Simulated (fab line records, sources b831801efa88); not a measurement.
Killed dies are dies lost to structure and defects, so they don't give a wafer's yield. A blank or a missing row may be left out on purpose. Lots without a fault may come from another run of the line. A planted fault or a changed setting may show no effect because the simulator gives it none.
fab line records | flow gf180mcu
record lots=5 wafers=15 last_day=33
route steps=602 shown V5@559 TOP_METAL@567 PASSIVATION@587
lots that met no fault: from a run of the same line without faults
start_h: hours from the record's first day to the start of the lot's first wafer shown | wait_h: hours since the lot's step before | " the same as in the row above | L1.1+2: a row that stands for several wafers | - no value, or no start given | * or withheld: withheld | < > ~ a bound
route shown NAME@n: a module of which the file shows steps, and the number in the route of the first | usual: mean/standard deviation of fault-free wafers | same: alike in all rows | chamber/n: place in a boat | sites: the reading at each site | _std_site: their standard deviation | _edge_site: outer sites' mean less inner sites' | radius_mm: how far each site lies from the wafer's centre | mask NAME#n: copy n | behind: the tool/chamber that last shaped the wafer | hold: why the lot was held/for how many hours/how that ended | device: the transistor (n, p or np) that didn't switch | end of line: the same wafers' tests at the end of the route | a step without rows: its recipe alone | killed: dies lost to structure and defects at the first sort, not the wafer's yield | map: a wafer's dies, x killed, . not, _ none there
set.NAME: the setting as run; set.NAME@STEP: as run at that earlier step | model.NAME: the simulator's own value behind a step, which no gauge read
lots at some steps of the route; a table a step, a row a wafer
services: from which hour (start_h, from the record's first day; less than 0 if before it) a tool's chamber was out of use, for how many hours, and why
## steps
# step GF_V5_STRIP_19
# recipe chemistry=post_etch_residue_remover time_s=1200 temp_c=72.5
# usual bath_guard_temp_C=72.2/0.54 temp_c=72.51/0.12
# columns lot.wafer tool chamber start_h wait_h bath_guard_temp_C temp_c
L074.3 wet_bench-02 1 628.25 0.0 72.3 72.74
L074.4 " 1 " " 72.8 72.46
L074.5 " 1 " " 72.6 72.54
L076.1 wet_bench-03 0 641.53 0.1 72.6 72.39
L076.5 " 0 " " 72.3 72.40
L076.6 " 0 " " 72.4 72.50
L084.1 wet_bench-01 1 713.23 0.1 72.7 72.45
L084.3 " 1 " " 72.6 72.55
L084.4 " 1 " " 72.7 72.51
L085.2 wet_bench-02 3 718.68 0.1 72.0 72.52
L085.3 " 3 " " 71.6 72.54
L085.4 " 3 " " 71.5 72.44
L093.1 wet_bench-03 2 759.60 0.1 71.5 72.39
L093.4 " 2 " " 71.9 72.21
L093.6 " 2 " " 71.8 72.55
# step GF_V5_CLEAN_20
# recipe chemistry=DIW dry=n2_spin
# columns lot.wafer tool chamber start_h wait_h
L074.3+4+5 wet_bench-03 1 628.62 0.0
L076.1+5+6 wet_bench-02 2 641.87 0.0
L084.1+3+4 wet_bench-03 3 713.57 0.0
L085.2+3+4 wet_bench-03 1 719.02 0.0
L093.1+4+6 wet_bench-01 2 759.97 0.0
# step GF_V5_SPUTTER_21
# recipe material=Ti target_thk_nm=15 chamber_pressure_pa=5 power_w=2500 substrate_temp_c=200 time_s=80.02
# usual throttle_valve_pct=30.3/0.7
# columns lot.wafer tool chamber start_h wait_h throttle_valve_pct
L074.3 pvd_sputter-02 - 628.71 0.0 29.4
L074.4 " - " " 29.7
L074.5 " - " " 30.2
L076.1 pvd_sputter-01 - 641.96 0.0 30.2
L076.5 " - " " 30.2
L076.6 " - " " 29.7
L084.1 pvd_sputter-01 - 713.67 0.0 29.6
L084.3 " - " " 30.5
L084.4 " - " " 30.3
L085.2 pvd_sputter-04 - 719.12 0.0 31.1
L085.3 " - " " 30.7
L085.4 " - " " 30.6
L093.1 pvd_sputter-02 - 760.07 0.0 29.4
L093.4 " - " " 29.8
L093.6 " - " " 29.4
# step GF_V5_SPUTTER_22
# recipe material=TiN target_thk_nm=10 chamber_pressure_pa=5 power_w=4000 time_s=40
# usual throttle_valve_pct=30.3/0.67
# columns lot.wafer tool chamber start_h wait_h throttle_valve_pct
L074.3 pvd_sputter-02 - 628.77 0.0 29.3
L074.4 " - " " 29.8
L074.5 " - " " 30.3
L076.1 pvd_sputter-01 - 642.02 0.0 30.2
L076.5 " - " " 30.4
L076.6 " - " " 30.0
L084.1 pvd_sputter-01 - 713.73 0.0 29.7
L084.3 " - " " 30.4
L084.4 " - " " 30.8
L085.2 pvd_sputter-04 - 719.19 0.0 31.3
L085.3 " - " " 30.9
L085.4 " - " " 30.7
L093.1 pvd_sputter-02 - 760.13 0.0 29.0
L093.4 " - " " 30.1
L093.6 " - " " 29.5
# step GF_V5_CVD_23
# recipe material=W target_thk_nm=350 time_s=104.9 temp_c=400 pressure_torr=40
# usual heater_power_w=983/110
# columns lot.wafer tool chamber start_h wait_h heater_power_w
L074.3 cvd_w-02 0 628.85 0.1 928
L074.4 " 1 " " 1186
L074.5 " 0 " " 929
L076.1 cvd_w-02 0 642.06 0.0 936
L076.5 " 0 " " 935
L076.6 " 1 " " 1150
L084.1 cvd_w-02 1 713.77 0.0 1155
L084.3 " 1 " " 1157
L084.4 " 0 " " 946
L085.2 cvd_w-01 0 719.22 0.0 885
L085.3 " 0 " " 858
L085.4 " 1 " " 956
L093.1 cvd_w-01 1 760.17 0.0 936
L093.4 " 1 " " 939
L093.6 " 1 " " 946
# step GF_V5_RS_MEAS_24
# recipe thk_meas_gauge=four-point-probe reads=W_of_V5_CVD_23+TiN_of_V5_SPUTTER_22+Ti_of_V5_SPUTTER_21
# usual V5_W_RS=0.329/0.0044
# columns lot.wafer tool chamber start_h wait_h V5_W_RS[ohm/sq]
L074.3 film_metro-03 - 628.97 0.1 0.332
L074.4 " - " " 0.332
L074.5 " - " " 0.330
L076.1 film_metro-03 - 642.17 0.1 0.332
L076.5 " - " " 0.326
L076.6 " - " " 0.329
L084.1 film_metro-04 - 713.88 0.1 0.327
L084.3 " - " " 0.327
L084.4 " - " " 0.332
L085.2 film_metro-03 - 719.36 0.1 0.321
L085.3 " - " " 0.322
L085.4 " - " " 0.331
L093.1 film_metro-03 - 760.28 0.1 0.335
L093.4 " - " " 0.336
L093.6 " - " " 0.339
# step GF_V5_THK_MEAS_25
# recipe thk_meas_gauge=xrf reads=W_of_V5_CVD_23
# usual V5_W_THK=339/5.3
# columns lot.wafer tool chamber start_h wait_h V5_W_THK[nm]
L074.3 film_metro-03 - 629.07 0.1 331
L074.4 " - " " 333
L074.5 " - " " 333
L076.1 film_metro-03 - 642.29 0.1 331
L076.5 " - " " 337
L076.6 " - " " 333
L084.1 film_metro-04 - 714.00 0.1 340
L084.3 " - " " 338
L084.4 " - " " 337
L085.2 film_metro-03 - 719.47 0.1 345
L085.3 " - " " 347
L085.4 " - " " 335
L093.1 film_metro-03 - 760.40 0.1 334
L093.4 " - " " 335
L093.6 " - " " 330
# step GF_V5_CMP_26
# recipe stop_on=SiO2 down_force_psi=3.5 platen_rpm=60 t_overpolish_s=15 target_thk_nm=0 pad_velocity_m_s=0.94248
# usual edge_zone_pressure_frac=1.000/0.0045 motor_current_A=11.7/1.2 overpolish_run_s=15.000/0.0084 time_to_endpoint_s=83/4.6
# columns lot.wafer tool chamber start_h wait_h edge_zone_pressure_frac motor_current_A overpolish_run_s time_to_endpoint_s
L074.4 cmp-02 0 629.16 0.1 0.997 11.8 14.989 86
L074.3 " 2 " " 0.998 12.7 14.997 87
L074.5 " 3 " " 1.001 11.5 15.007 81
L076.1 cmp-01 1 642.40 0.1 0.993 11.0 14.982 82
L076.6 " 0 " " 1.005 10.9 14.997 79
L076.5 " 1 " " 0.994 10.9 15.004 87
L084.4 cmp-01 2 714.06 0.0 1.006 10.8 14.992 79
L084.3 " 3 " " 1.004 15.2 15.004 88
L084.1 " 0 " " 0.996 11.3 14.994 79
L085.2 cmp-02 2 719.57 0.1 0.996 12.7 14.998 84
L085.3 " 3 " " 1.005 11.1 15.009 80
L085.4 " 0 " " 0.999 11.6 14.999 82
L093.4 cmp-01 0 760.46 0.0 0.998 10.9 15.007 82
L093.1 " 2 " " 0.998 10.8 15.016 78
L093.6 " 1 " " 1.003 10.7 14.989 85
# step GF_TOP_METAL_SPUTTER_00
# recipe material=Ti target_thk_nm=37.5 arriving_ion_energy_ev=80 substrate_temp_c=200 chamber_pressure_pa=2 power_w=4000 time_s=150
# usual throttle_valve_pct=30.3/0.75
# columns lot.wafer tool chamber start_h wait_h throttle_valve_pct
L074.3 pvd_sputter-01 - 629.41 0.1 29.8
L074.4 " - " " 30.4
L074.5 " - " " 29.8
L076.1 pvd_sputter-03 - 642.65 0.2 29.5
L076.5 " - " " 30.1
L076.6 " - " " 29.6
L084.1 pvd_sputter-04 - 714.36 0.1 30.9
L084.3 " - " " 31.7
L084.4 " - " " 31.0
L085.2 pvd_sputter-01 - 719.82 0.2 29.9
L085.3 " - " " 29.7
L085.4 " - " " 30.5
L093.1 pvd_sputter-03 - 760.76 0.1 29.3
L093.4 " - " " 30.1
L093.6 " - " " 29.4
# step GF_TOP_METAL_SPUTTER_01
# recipe material=TiN target_thk_nm=30 power_w=6500 time_s=25 chamber_pressure_pa=0.4
# usual throttle_valve_pct=30.3/0.77
# columns lot.wafer tool chamber start_h wait_h throttle_valve_pct
L074.3 pvd_sputter-01 - 629.51 0.1 30.1
L074.4 " - " " 30.5
L074.5 " - " " 29.7
L076.1 pvd_sputter-03 - 642.75 0.1 29.7
L076.5 " - " " 30.4
L076.6 " - " " 29.5
L084.1 pvd_sputter-04 - 714.46 0.1 31.3
L084.3 " - " " 32.0
L084.4 " - " " 30.9
L085.2 pvd_sputter-01 - 719.92 0.1 29.7
L085.3 " - " " 30.1
L085.4 " - " " 30.3
L093.1 pvd_sputter-03 - 760.86 0.1 29.4
L093.4 " - " " 30.4
L093.6 " - " " 29.1
# step GF_TOP_METAL_SPUTTER_02
# recipe material=AlCu target_thk_nm=900 power_w=10600 chamber_pressure_pa=0.3 substrate_temp_c=250 gas=Ar time_s=47.82
# usual throttle_valve_pct=30.3/0.77
# columns lot.wafer tool chamber start_h wait_h throttle_valve_pct
L074.3 pvd_sputter-01 - 629.54 0.0 29.9
L074.4 " - " " 30.7
L074.5 " - " " 29.5
L076.1 pvd_sputter-03 - 642.78 0.0 29.6
L076.5 " - " " 30.3
L076.6 " - " " 29.5
L084.1 pvd_sputter-04 - 714.49 0.0 31.0
L084.3 " - " " 32.0
L084.4 " - " " 30.8
L085.2 pvd_sputter-01 - 719.95 0.0 29.6
L085.3 " - " " 30.0
L085.4 " - " " 30.4
L093.1 pvd_sputter-03 - 760.89 0.0 29.0
L093.4 " - " " 30.5
L093.6 " - " " 29.2
# step GF_TOP_METAL_SPUTTER_03
# recipe material=Ti target_thk_nm=5 substrate_temp_c=300 chamber_pressure_pa=0.3 power_w=3000 time_s=3.3
# usual throttle_valve_pct=30.3/0.8
# columns lot.wafer tool chamber start_h wait_h throttle_valve_pct
L074.3 pvd_sputter-01 - 629.58 0.0 30.2
L074.4 " - " " 30.4
L074.5 " - " " 29.7
L076.1 pvd_sputter-03 - 642.83 0.0 29.5
L076.5 " - " " 30.5
L076.6 " - " " 29.9
L084.1 pvd_sputter-04 - 714.53 0.0 31.0
L084.3 " - " " 31.8
L084.4 " - " " 31.0
L085.2 pvd_sputter-01 - 719.99 0.0 29.7
L085.3 " - " " 30.1
L085.4 " - " " 30.8
L093.1 pvd_sputter-03 - 760.94 0.0 29.2
L093.4 " - " " 29.9
L093.6 " - " " 28.9
# step GF_TOP_METAL_SPUTTER_04
# recipe material=TiN target_thk_nm=25 power_w=6500 time_s=20.8 chamber_pressure_pa=0.4
# usual throttle_valve_pct=30.3/0.76
# columns lot.wafer tool chamber start_h wait_h throttle_valve_pct
L074.3 pvd_sputter-01 - 629.60 0.0 30.2
L074.4 " - " " 30.5
L074.5 " - " " 29.8
L076.1 pvd_sputter-03 - 642.85 0.0 29.5
L076.5 " - " " 30.3
L076.6 " - " " 29.3
L084.1 pvd_sputter-04 - 714.55 0.0 31.2
L084.3 " - " " 31.7
L084.4 " - " " 30.7
L085.2 pvd_sputter-01 - 720.01 0.0 29.6
L085.3 " - " " 29.8
L085.4 " - " " 30.3
L093.1 pvd_sputter-03 - 760.95 0.0 29.3
L093.4 " - " " 30.2
L093.6 " - " " 29.2
# step GF_TOP_METAL_RS_MEAS_05
# recipe thk_meas_gauge=four-point-probe reads=TiN_of_TOP_METAL_SPUTTER_04+Ti_of_TOP_METAL_SPUTTER_03+AlCu_of_TOP_METAL_SPUTTER_02+TiN_of_TOP_METAL_SPUTTER_01+Ti_of_TOP_METAL_SPUTTER_00
# usual TOP_METAL_ALCU_RS=0.0326/0.00039
# columns lot.wafer tool chamber start_h wait_h TOP_METAL_ALCU_RS[ohm/sq]
L074.3 film_metro-02 - 629.67 0.1 0.0321
L074.4 " - " " 0.0328
L074.5 " - " " 0.0322
L076.1 film_metro-02 - 642.87 0.0 0.0326
L076.5 " - " " 0.0324
L076.6 " - " " 0.0334
L084.1 film_metro-03 - 714.58 0.0 0.0329
L084.3 " - " " 0.0326
L084.4 " - " " 0.0321
L085.2 film_metro-01 - 720.06 0.0 0.0321
L085.3 " - " " 0.0320
L085.4 " - " " 0.0327
L093.1 film_metro-02 - 760.98 0.0 0.0321
L093.4 " - " " 0.0323
L093.6 " - " " 0.0325
# step GF_TOP_METAL_THK_MEAS_06
# recipe thk_meas_gauge=xrf reads=AlCu_of_TOP_METAL_SPUTTER_02
# usual TOP_METAL_ALCU_THK=899/11
# columns lot.wafer tool chamber start_h wait_h TOP_METAL_ALCU_THK[nm]
L074.3 film_metro-02 - 629.77 0.1 914
L074.4 " - " " 895
L074.5 " - " " 912
L076.1 film_metro-02 - 642.99 0.1 903
L076.5 " - " " 904
L076.6 " - " " 878
L084.1 film_metro-03 - 714.70 0.1 894
L084.3 " - " " 900
L084.4 " - " " 909
L085.2 film_metro-01 - 720.17 0.1 911
L085.3 " - " " 916
L085.4 " - " " 899
L093.1 film_metro-02 - 761.10 0.1 916
L093.4 " - " " 910
L093.6 " - " " 901
# step GF_TOP_METAL_DEHYDRATE_07
# recipe temp_c=200 time_s=60
# usual chill_plate_temp_C=23.01/0.1
# columns lot.wafer tool chamber start_h wait_h chill_plate_temp_C
L074.3 litho_track-02 0 639.06 9.3 22.95
L074.4 " 0 " " 23.00
L074.5 " 0 " " 22.83
L076.1 litho_track-03 0 652.67 9.7 23.02
L076.5 " 0 " " 22.92
L076.6 " 0 " " 22.94
L084.1 litho_track-04 0 722.72 8.0 23.12
L084.3 " 0 " " 23.07
L084.4 " 0 " " 22.99
L085.2 litho_track-04 0 728.14 8.0 22.91
L085.3 " 0 " " 22.98
L085.4 " 0 " " 23.00
L093.1 litho_track-04 0 768.87 7.8 22.97
L093.4 " 0 " " 23.13
L093.6 " 0 " " 23.00
# step GF_TOP_METAL_HMDS_08
# recipe prime_time_s=60 prime_temp_c=120
# usual chill_plate_temp_C=22.96/0.1
# same prime_time_s=60
# columns lot.wafer tool chamber start_h wait_h chill_plate_temp_C
L074.3 litho_track-02 0 639.21 0.1 23.08
L074.4 " 0 " " 23.03
L074.5 " 0 " " 23.02
L076.1 litho_track-03 0 652.82 0.1 23.04
L076.5 " 0 " " 23.07
L076.6 " 0 " " 23.13
L084.1 litho_track-04 0 722.87 0.1 23.02
L084.3 " 0 " " 23.01
L084.4 " 0 " " 22.92
L085.2 litho_track-04 0 728.29 0.1 22.86
L085.3 " 0 " " 22.78
L085.4 " 0 " " 22.82
L093.1 litho_track-04 0 769.02 0.1 22.80
L093.4 " 0 " " 22.83
L093.6 " 0 " " 22.85
# step GF_TOP_METAL_COAT_09
# recipe resist=NOVOLAK spin_rpm=3000 resist_thk_nm=1500
# usual chill_plate_temp_C=23.02/0.1 spin_speed_rpm=2999.8/1.8
# columns lot.wafer tool chamber start_h wait_h chill_plate_temp_C spin_speed_rpm
L074.3 litho_track-02 0 639.36 0.1 23.12 3002.2
L074.4 " 0 " " 22.97 3001.0
L074.5 " 0 " " 22.95 2999.1
L076.1 litho_track-03 0 652.97 0.1 22.94 3001.3
L076.5 " 0 " " 22.97 3002.1
L076.6 " 0 " " 23.00 3001.1
L084.1 litho_track-04 0 723.02 0.1 23.00 3000.5
L084.3 " 0 " " 22.93 3000.6
L084.4 " 0 " " 22.97 3007.1
L085.2 litho_track-04 0 728.44 0.1 23.14 3001.5
L085.3 " 0 " " 22.93 2999.0
L085.4 " 0 " " 22.92 3000.1
L093.1 litho_track-04 0 769.17 0.1 23.04 3001.1
L093.4 " 0 " " 22.80 2999.7
L093.6 " 0 " " 22.85 3003.0
# step GF_TOP_METAL_SOFTBAKE_10
# recipe temp_c=90 time_s=60 resist=NOVOLAK
# usual chill_plate_temp_C=23.01/0.11
# columns lot.wafer tool chamber start_h wait_h chill_plate_temp_C
L074.3 litho_track-02 0 639.51 0.1 23.11
L074.4 " 0 " " 23.21
L074.5 " 0 " " 23.04
L076.1 litho_track-03 0 653.12 0.1 23.15
L076.5 " 0 " " 23.06
L076.6 " 0 " " 23.00
L084.1 litho_track-04 0 723.17 0.1 23.01
L084.3 " 0 " " 23.01
L084.4 " 0 " " 22.89
L085.2 litho_track-04 0 728.59 0.1 23.01
L085.3 " 0 " " 23.11
L085.4 " 0 " " 22.89
L093.1 litho_track-04 0 769.32 0.1 22.96
L093.4 " 0 " " 22.92
L093.6 " 0 " " 22.98
# step GF_TOP_METAL_EXPOSE_11
# recipe mask_id=MetalTop target_cd_nm=440 na=0.6 source_shape=conventional sigma_outer=0.6 dose_mj=170
# columns lot.wafer tool chamber start_h wait_h mask
L074.3+4+5 iline_stepper-01 0 - - MetalTop#0
L076.1+5+6 iline_stepper-01 0 - - MetalTop#0
L084.1+3+4 iline_stepper-01 0 - - MetalTop#0
L085.2+3+4 iline_stepper-01 0 - - MetalTop#0
L093.1+4+6 iline_stepper-01 0 - - MetalTop#0
# step GF_TOP_METAL_PEB_12
# recipe temp_c=withheld time_s=* resist=NOVOLAK
# usual chill_plate_temp_C=*
# columns lot.wafer tool chamber start_h wait_h chill_plate_temp_C
L074.3 litho_track-03 0 - - *
L074.4 " 0 " " *
L074.5 " 0 " " *
L076.1 litho_track-02 0 - - *
L076.5 " 0 " " *
L076.6 " 0 " " *
L084.1 litho_track-04 0 - - *
L084.3 " 0 " " *
L084.4 " 0 " " *
L085.2 litho_track-03 0 - - *
L085.3 " 0 " " *
L085.4 " 0 " " *
L093.1 litho_track-02 0 - - *
L093.4 " 0 " " *
L093.6 " 0 " " *
# step GF_TOP_METAL_DEVELOP_13
# recipe develop_time_s=60 dev_temp_c=23
# usual chill_plate_temp_C=23.00/0.096
# columns lot.wafer tool chamber start_h wait_h chill_plate_temp_C
L074.3 litho_track-03 0 649.77 0.1 22.97
L074.4 " 0 " " 22.95
L074.5 " 0 " " 22.95
L076.1 litho_track-02 0 662.71 0.1 23.00
L076.5 " 0 " " 22.91
L076.6 " 0 " " 23.02
L084.1 litho_track-04 0 731.87 0.1 23.09
L084.3 " 0 " " 23.12
L084.4 " 0 " " 23.06
L085.2 litho_track-03 0 737.00 0.1 23.15
L085.3 " 0 " " 22.96
L085.4 " 0 " " 23.18
L093.1 litho_track-02 0 776.46 0.1 23.04
L093.4 " 0 " " 22.91
L093.6 " 0 " " 22.98
# step GF_TOP_METAL_CD_MEAS_14
# recipe target_cd_nm=440
# usual cd_nm=439.5/2.2
# columns lot.wafer tool chamber start_h wait_h cd_nm
L074.3 cd_sem-02 - 649.91 0.1 440.8
L074.4 " - " " 440.8
L074.5 " - " " 439.4
L076.1 cd_sem-02 - 662.86 0.1 439.0
L076.5 " - " " 440.6
L076.6 " - " " 438.9
L084.1 cd_sem-02 - 732.02 0.1 435.9
L084.3 " - " " 437.3
L084.4 " - " " 436.2
L085.2 cd_sem-01 - 737.14 0.1 436.0
L085.3 " - " " 436.5
L085.4 " - " " 437.2
L093.1 cd_sem-02 - 776.64 0.2 442.5
L093.4 " - " " 440.4
L093.6 " - " " 437.8
# step GF_TOP_METAL_OVL_MEAS_15
# usual TOP_METAL_OVL=1.2/1.3
# columns lot.wafer tool chamber start_h wait_h TOP_METAL_OVL[nm]
L074.3 overlay-01 - 650.01 0.1 0.6
L074.4 " - " " 1.4
L074.5 " - " " 0.5
L076.1 overlay-01 - 662.98 0.1 0.0
L076.5 " - " " 1.1
L076.6 " - " " 1.3
L084.1 overlay-01 - 732.14 0.1 2.7
L084.3 " - " " 3.7
L084.4 " - " " 2.3
L085.2 overlay-02 - 737.25 0.1 2.2
L085.3 " - " " 2.1
L085.4 " - " " 2.5
L093.1 overlay-01 - 776.76 0.1 1.5
L093.4 " - " " 1.1
L093.6 " - " " 0.3
# step GF_TOP_METAL_METAL_ETCH_16
# recipe chemistry=Cl2/BCl3 mask_material=NOVOLAK target_depth_nm=1077.5 stop_on=SiO2 pressure_mtorr=8 icp_w=800 bias_w=140 Cl2_flow_sccm=80 bcl3_flow_sccm=40 time_s=179.6
# usual drypump_motor_current_A=5.6/0.64 oes_product_au=0.967/0.0073 throttle_valve_pct=28.255/0.011
# columns lot.wafer tool chamber start_h wait_h drypump_motor_current_A oes_product_au rf_hours_counter_h throttle_valve_pct
L074.3 rie_metal-04 0 650.11 0.1 4.9 0.972 - 28.242
L074.4 " 1 " " 6.5 0.963 - 28.242
L074.5 " 0 " " 4.9 0.978 - 28.248
L076.1 rie_metal-02 1 663.01 0.0 6.1 0.967 1.9 28.245
L076.5 " 1 " " 6.1 0.965 - 28.252
L076.6 " 0 " " 5.0 0.955 - 28.249
L084.1 rie_metal-02 1 732.17 0.0 6.1 0.960 4.6 28.255
L084.3 " 0 " " 5.0 0.977 - 28.259
L084.4 " 1 " " 6.1 0.977 - 28.251
L085.2 rie_metal-03 0 737.28 0.0 6.4 0.977 7.7 28.258
L085.3 " 1 " " 5.2 0.972 - 28.232
L085.4 " 0 " " 6.4 0.975 - 28.247
L093.1 rie_metal-02 1 776.79 0.0 6.1 0.968 7.3 28.253
L093.4 " 1 " " 6.1 0.968 - 28.236
L093.6 " 0 " " 5.0 0.978 - 28.264
# step GF_TOP_METAL_STRIP_17
# recipe chemistry=O2/N2 power_w=1400 pressure_mtorr=1500 platen_temp_c=250 o2_flow_sccm=3000 n2_flow_sccm=300 overash_fraction=0.5
# usual drypump_motor_current_A=5.6/0.36 heater_power_w=355/20 oes_product_au=0.711/0.0044 strip_time_to_endpoint_s=13.49/0.077
# columns lot.wafer tool chamber start_h wait_h drypump_motor_current_A heater_power_w oes_product_au rf_hours_counter_h strip_time_to_endpoint_s
L074.3 plasma_asher-03 1 650.30 0.1 5.7 306 0.716 - 13.40
L074.4 " 0 " " 5.5 355 0.707 - 13.42
L074.5 " 0 " " 5.5 364 0.708 - 13.32
L076.1 plasma_asher-02 1 663.19 0.1 5.3 353 0.707 90 13.54
L076.5 " 1 " " 5.2 364 0.709 - 13.57
L076.6 " 0 " " 5.5 373 0.715 - 13.38
L084.1 plasma_asher-03 1 732.41 0.2 5.7 307 0.711 65 13.51
L084.3 " 0 " " 5.4 359 0.709 - 13.49
L084.4 " 1 " " 5.8 305 0.709 - 13.50
L085.2 plasma_asher-02 0 737.45 0.1 5.6 373 0.709 98 13.46
L085.3 " 0 " " 5.6 376 0.703 - 13.38
L085.4 " 1 " " 5.2 353 0.713 - 13.44
L093.1 plasma_asher-02 0 776.97 0.1 5.5 371 0.713 104 13.57
L093.4 " 1 " " 5.2 362 0.716 - 13.47
L093.6 " 0 " " 5.6 366 0.710 - 13.52
# step GF_TOP_METAL_STRIP_18
# recipe chemistry=post_etch_residue_remover time_s=1200 temp_c=72.5
# usual bath_guard_temp_C=72.4/0.47 temp_c=72.49/0.12
# columns lot.wafer tool chamber start_h wait_h bath_guard_temp_C temp_c
L074.3 wet_bench-01 1 650.36 0.0 72.2 72.27
L074.4 " 1 " " 72.5 72.44
L074.5 " 1 " " 72.2 72.49
L076.1 wet_bench-02 1 663.29 0.1 72.3 72.49
L076.5 " 1 " " 72.4 72.38
L076.6 " 1 " " 72.3 72.38
L084.1 wet_bench-01 2 732.51 0.1 72.4 72.51
L084.3 " 2 " " 72.6 72.62
L084.4 " 2 " " 72.4 72.63
L085.2 wet_bench-04 1 737.55 0.1 72.3 72.37
L085.3 " 1 " " 72.3 72.43
L085.4 " 1 " " 72.6 72.56
L093.1 wet_bench-02 0 777.07 0.1 72.3 72.48
L093.4 " 0 " " 72.3 72.40
L093.6 " 0 " " 72.2 72.42
# step GF_TOP_METAL_CLEAN_19
# recipe chemistry=DIW dry=n2_spin
# columns lot.wafer tool chamber start_h wait_h
L074.3+4+5 wet_bench-04 2 650.71 0.0
L076.1+5+6 wet_bench-01 0 663.63 0.0
L084.1+3+4 wet_bench-02 2 732.85 0.0
L085.2+3+4 wet_bench-02 0 737.90 0.0
L093.1+4+6 wet_bench-04 2 777.41 0.0
# step GF_PASSIVATION_CVD_00
# recipe material=SiO2 target_thk_nm=1000 precursor=TEOS temp_c=400 time_s=111.95 rf_w=600
# usual heater_power_w=637/98
# columns lot.wafer tool chamber start_h wait_h heater_power_w
L074.3 pecvd-01 1 650.80 0.0 525
L074.4 " 0 " " 662
L074.5 " 2 " " 806
L076.1 pecvd-03 1 663.73 0.0 492
L076.5 " 2 " " 633
L076.6 " 1 " " 547
L084.1 pecvd-01 0 732.94 0.0 592
L084.3 " 1 " " 583
L084.4 " 2 " " 810
L085.2 pecvd-04 2 737.99 0.0 736
L085.3 " 1 " " 637
L085.4 " 2 " " 589
L093.1 pecvd-01 1 777.51 0.0 508
L093.4 " 1 " " 549
L093.6 " 0 " " 587
# step GF_PASSIVATION_THK_MEAS_01
# recipe reads=SiO2_of_PASSIVATION_CVD_00
# usual PASSIVATION_CVD_00_THK=1000/12
# columns lot.wafer tool chamber start_h wait_h PASSIVATION_CVD_00_THK[nm]
L074.3 film_metro-01 - 650.90 0.1 991
L074.4 " - " " 1007
L074.5 " - " " 1014
L076.1 film_metro-04 - 663.81 0.0 983
L076.5 " - " " 1010
L076.6 " - " " 992
L084.1 film_metro-01 - 733.02 0.0 996
L084.3 " - " " 996
L084.4 " - " " 1006
L085.2 film_metro-01 - 738.08 0.0 994
L085.3 " - " " 1006
L085.4 " - " " 1025
L093.1 film_metro-01 - 777.59 0.0 992
L093.4 " - " " 1006
L093.6 " - " " 1002
# step GF_PASSIVATION_CVD_02
# recipe material=Si3N4 target_thk_nm=700 time_s=486.18 temp_c=400 rf_w=450
# usual heater_power_w=679/94
# columns lot.wafer tool chamber start_h wait_h heater_power_w
L074.3 pecvd-03 2 650.94 0.0 641
L074.4 " 2 " " 663
L074.5 " 1 " " 529
L076.1 pecvd-01 1 663.87 0.1 595
L076.5 " 0 " " 584
L076.6 " 1 " " 634
L084.1 pecvd-03 1 733.08 0.1 636
L084.3 " 2 " " 659
L084.4 " 0 " " 736
L085.2 pecvd-03 2 738.13 0.0 564
L085.3 " 0 " " 688
L085.4 " 0 " " 727
L093.1 pecvd-03 2 777.65 0.1 552
L093.4 " 0 " " 725
L093.6 " 1 " " 573
# step GF_PASSIVATION_THK_MEAS_03
# recipe reads=Si3N4_of_PASSIVATION_CVD_02
# usual PASSIVATION_CVD_02_THK=701/9.2
# columns lot.wafer tool chamber start_h wait_h PASSIVATION_CVD_02_THK[nm]
L074.3 film_metro-04 - 651.24 0.2 704
L074.4 " - " " 715
L074.5 " - " " 712
L076.1 film_metro-01 - 664.16 0.1 692
L076.5 " - " " 707
L076.6 " - " " 695
L084.1 film_metro-01 - 733.37 0.1 699
L084.3 " - " " 699
L084.4 " - " " 709
L085.2 film_metro-02 - 738.42 0.2 708
L085.3 " - " " 704
L085.4 " - " " 707
L093.1 film_metro-02 - 777.94 0.1 691
L093.4 " - " " 694
L093.6 " - " " 698
# step GF_PASSIVATION_DEHYDRATE_04
# recipe temp_c=200 time_s=60
# usual chill_plate_temp_C=23.00/0.12
# columns lot.wafer tool chamber start_h wait_h chill_plate_temp_C
L074.3 litho_track-01 0 660.14 8.9 22.79
L074.4 " 0 " " 22.95
L074.5 " 0 " " 22.89
L076.1 litho_track-01 0 673.49 9.3 23.07
L076.5 " 0 " " 23.06
L076.6 " 0 " " 23.23
L084.1 litho_track-02 0 740.81 7.4 22.93
L084.3 " 0 " " 22.87
L084.4 " 0 " " 22.90
L085.2 litho_track-02 0 746.78 8.3 22.94
L085.3 " 0 " " 22.98
L085.4 " 0 " " 22.79
L093.1 litho_track-03 0 785.72 7.8 23.13
L093.4 " 0 " " 22.97
L093.6 " 0 " " 23.16
# step GF_PASSIVATION_HMDS_05
# recipe prime_time_s=60 prime_temp_c=120
# usual chill_plate_temp_C=23.02/0.11
# same prime_time_s=60
# columns lot.wafer tool chamber start_h wait_h chill_plate_temp_C
L074.3 litho_track-01 0 660.29 0.1 23.03
L074.4 " 0 " " 23.01
L074.5 " 0 " " 22.94
L076.1 litho_track-01 0 673.64 0.1 23.07
L076.5 " 0 " " 22.93
L076.6 " 0 " " 22.93
L084.1 litho_track-02 0 740.96 0.1 22.94
L084.3 " 0 " " 22.96
L084.4 " 0 " " 23.07
L085.2 litho_track-02 0 746.93 0.1 22.95
L085.3 " 0 " " 23.11
L085.4 " 0 " " 23.15
L093.1 litho_track-03 0 785.87 0.1 23.04
L093.4 " 0 " " 23.11
L093.6 " 0 " " 23.08
## services
# columns tool chamber start_h hours kind
cvd_w-02 1 610.85 2.6 repair
pecvd-01 - 616.95 2.8 pm
cvd_w-02 - 625.29 2.5 repair
pvd_sputter-02 - 640.35 9.7 repair
pvd_sputter-04 - 650.03 1.9 repair
pvd_sputter-03 - 659.74 18.3 repair
pecvd-03 - 664.12 2.8 pm
iline_stepper-01 - 673.90 15.7 repair
pecvd-03 - 680.84 0.9 repair
pvd_sputter-03 - 685.37 5.2 repair
pecvd-03 - 690.30 1.5 repair
pvd_sputter-01 - 692.24 1.7 repair
pvd_sputter-04 - 725.88 1.5 repair
wet_bench-01 - 727.39 2.5 repair
pecvd-01 - 736.19 2.9 repair
iline_stepper-01 - 740.79 5.6 repair
iline_stepper-01 - 742.73 4.7 repair
pvd_sputter-01 - 747.52 2.0 repair
pecvd-03 2 748.71 11.5 repair
pvd_sputter-02 - 764.40 8.2 repair
iline_stepper-01 - 773.62 0.6 repair
pvd_sputter-04 - 774.10 0.8 repair
pvd_sputter-02 - 774.84 4.0 repair
pvd_sputter-04 - 778.32 3.5 repair
## key
fault none
